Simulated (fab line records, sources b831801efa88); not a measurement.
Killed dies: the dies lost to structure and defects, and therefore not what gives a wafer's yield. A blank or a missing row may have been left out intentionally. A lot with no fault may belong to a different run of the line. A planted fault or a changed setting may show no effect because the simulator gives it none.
Which tool did it?	flow gf180mcu	36 wafers from 12 lots sampled at 5 of the route's 602 steps

## WHAT THE GAUGES READ, wafer by wafer
GF_V3_RS_MEAS_24: measures by four-point-probe.
lot	measured	on	V3_W_RS (ohm/sq)
L142	day 22 16:45	film_metro-01	0.323 0.323 0.330
L144	day 23 10:30	film_metro-04	0.331 0.325 0.329
L148	day 24 15:24	film_metro-03	0.326 0.334 0.334
L149	day 25 04:05	film_metro-01	0.328 0.327 0.328
L155	day 27 07:13	film_metro-04	0.322 0.320 0.320
L156	day 27 15:26	film_metro-01	0.332 0.333 0.322
L160	day 28 15:22	film_metro-04	0.319 0.335 0.324
L161	day 28 20:33	film_metro-04	0.326 0.335 0.324
L162	day 29 07:14	film_metro-01	0.334 0.325 0.332
L163	day 29 07:37	film_metro-04	0.335 0.326 0.335
L164	day 29 15:25	film_metro-03	0.322 0.319 0.329
L165	day 29 18:17	film_metro-01	0.331 0.335 0.316

GF_TOP_METAL_OVL_MEAS_15.
lot	measured	on	TOP_METAL_OVL (nm)
L142	day 28 08:31	overlay-02	-1.3 2.2 1.6
L144	day 29 00:21	overlay-02	2.0 0.6 1.1
L148	day 29 23:11	overlay-01	-2.6 -1.4 -1.8
L149	day 30 11:14	overlay-02	1.4 1.7 0.9
L155	day 32 07:34	overlay-02	-1.0 -2.1 -1.2
L156	day 32 13:56	overlay-01	-0.7 -2.3 -0.2
L160	day 33 09:50	overlay-02	2.8 0.2 2.0
L161	day 33 13:36	overlay-01	-2.0 -2.1 -1.5
L162	day 33 22:24	overlay-01	-0.9 0.1 -0.4
L163	day 33 23:05	overlay-01	0.9 -1.5 -0.6
L164	day 34 05:59	overlay-01	0.6 1.0 1.3
L165	day 34 08:29	overlay-01	2.9 1.8 1.4

GF_PASSIVATION_THK_MEAS_03.
lot	measured	on	PASSIVATION_CVD_02_THK (nm)
L142	day 28 09:48	film_metro-02	691 700 699
L144	day 29 01:42	film_metro-02	700 703 701
L148	day 30 00:21	film_metro-04	924 934 710
L149	day 30 12:28	film_metro-03	921 925 713
L155	day 32 08:45	film_metro-03	674 692 696
L156	day 32 15:16	film_metro-04	688 693 715
L160	day 33 11:02	film_metro-02	695 700 702
L161	day 33 14:50	film_metro-02	709 716 701
L162	day 33 23:36	film_metro-03	687 697 697
L163	day 34 00:23	film_metro-02	709 702 697
L164	day 34 07:10	film_metro-04	691 721 714
L165	day 34 09:45	film_metro-04	703 715 719

## WHICH TOOL RAN EACH LOT (tool, then ch and the chambers of the sampled wafers, then the start)
lot	GF_M4_SPUTTER_02	GF_PASSIVATION_CVD_02
L142	pvd_sputter-04, day 22 17:22	pecvd-02 ch 0,1, day 28 09:31
L144	pvd_sputter-03, day 23 11:04	pecvd-04 ch 0,1, day 29 01:23
L148	pvd_sputter-02, day 24 15:59	pecvd-03 ch 0,1, day 30 00:03
L149	pvd_sputter-03, day 25 04:40	pecvd-03 ch 0,2, day 30 12:10
L155	pvd_sputter-02, day 27 07:49	pecvd-02 ch 0,1,2, day 32 08:28
L156	pvd_sputter-04, day 27 16:02	pecvd-04 ch 0,1, day 32 14:59
L160	pvd_sputter-04, day 28 15:58	pecvd-04 ch 0,1,2, day 33 10:43
L161	pvd_sputter-03, day 28 21:06	pecvd-04 ch 0,1,2, day 33 14:37
L162	pvd_sputter-03, day 29 07:50	pecvd-04 ch 0,1,2, day 33 23:19
L163	pvd_sputter-04, day 29 08:12	pecvd-03 ch 0,2, day 34 00:05
L164	pvd_sputter-02, day 29 16:01	pecvd-03 ch 0,1,2, day 34 06:52
L165	pvd_sputter-02, day 29 18:52	pecvd-03 ch 0,1,2, day 34 09:27
- GF_M4_SPUTTER_02: material AlCu, target thk 450 nm, time 23.9 s.
- GF_PASSIVATION_CVD_02: deposits Si3N4, target thk 700 nm, time 486.18 s.

## WHAT THE TOOLS THEMSELVES READ (means of the sampled wafers that have a number; where no wafer has one, the mark that the record gives instead)
GF_M4_SPUTTER_02.
lot	tool	throttle_valve_pct (%)
L142	pvd_sputter-04	29.0
L144	pvd_sputter-03	30.3
L148	pvd_sputter-02	29.7
L149	pvd_sputter-03	30.3
L155	pvd_sputter-02	29.8
L156	pvd_sputter-04	29.5
L160	pvd_sputter-04	29.3
L161	pvd_sputter-03	30.8
L162	pvd_sputter-03	29.8
L163	pvd_sputter-04	29.2
L164	pvd_sputter-02	29.2
L165	pvd_sputter-02	29.2

GF_PASSIVATION_CVD_02.
lot	tool	heater_power_w (W)
L142	pecvd-02	674
L144	pecvd-04	704
L148	pecvd-03	821
L149	pecvd-03	757
L155	pecvd-02	637
L156	pecvd-04	657
L160	pecvd-04	736
L161	pecvd-04	716
L162	pecvd-04	731
L163	pecvd-03	724
L164	pecvd-03	769
L165	pecvd-03	788

## THE ANSWER, worked out from the rows above alone
Rule: the lots themselves supply what counts as usual. Put in order of their means at a reading, lots are off if they are a third of the lots or fewer, leave a main group of 4 or more, and stand apart from it by a gap of 3 or more times the standard deviation of the main group's means; of several such gaps the widest counts. A main group is skipped when, at the precision printed for the reading in the tables above, its means are all equal. Also off: a lot with no number at a reading for which 4 or more lots have one. The other lots that the step has rows for count as sound. The gauges are gone through in route order, then the tools' own readings, and for those a lot's mean is taken as printed above. At the first step where some lot is off, the reading lying furthest off is the one used; lots without a number count as furthest.
Off: L148, L149, seen at GF_PASSIVATION_THK_MEAS_03 (PASSIVATION_CVD_02_THK). Mean 701 nm and standard deviation 7.2 in the main group.
If a tool, at a process step before that reading, ran all the lots that are off and no sound lot after the first of them, it fits. Gauges at GF_PASSIVATION_THK_MEAS_03: tried the same way as those tools. Not one of the candidates tried fits.

## WHAT HAD BEEN PUT IN BY THE SIMULATOR
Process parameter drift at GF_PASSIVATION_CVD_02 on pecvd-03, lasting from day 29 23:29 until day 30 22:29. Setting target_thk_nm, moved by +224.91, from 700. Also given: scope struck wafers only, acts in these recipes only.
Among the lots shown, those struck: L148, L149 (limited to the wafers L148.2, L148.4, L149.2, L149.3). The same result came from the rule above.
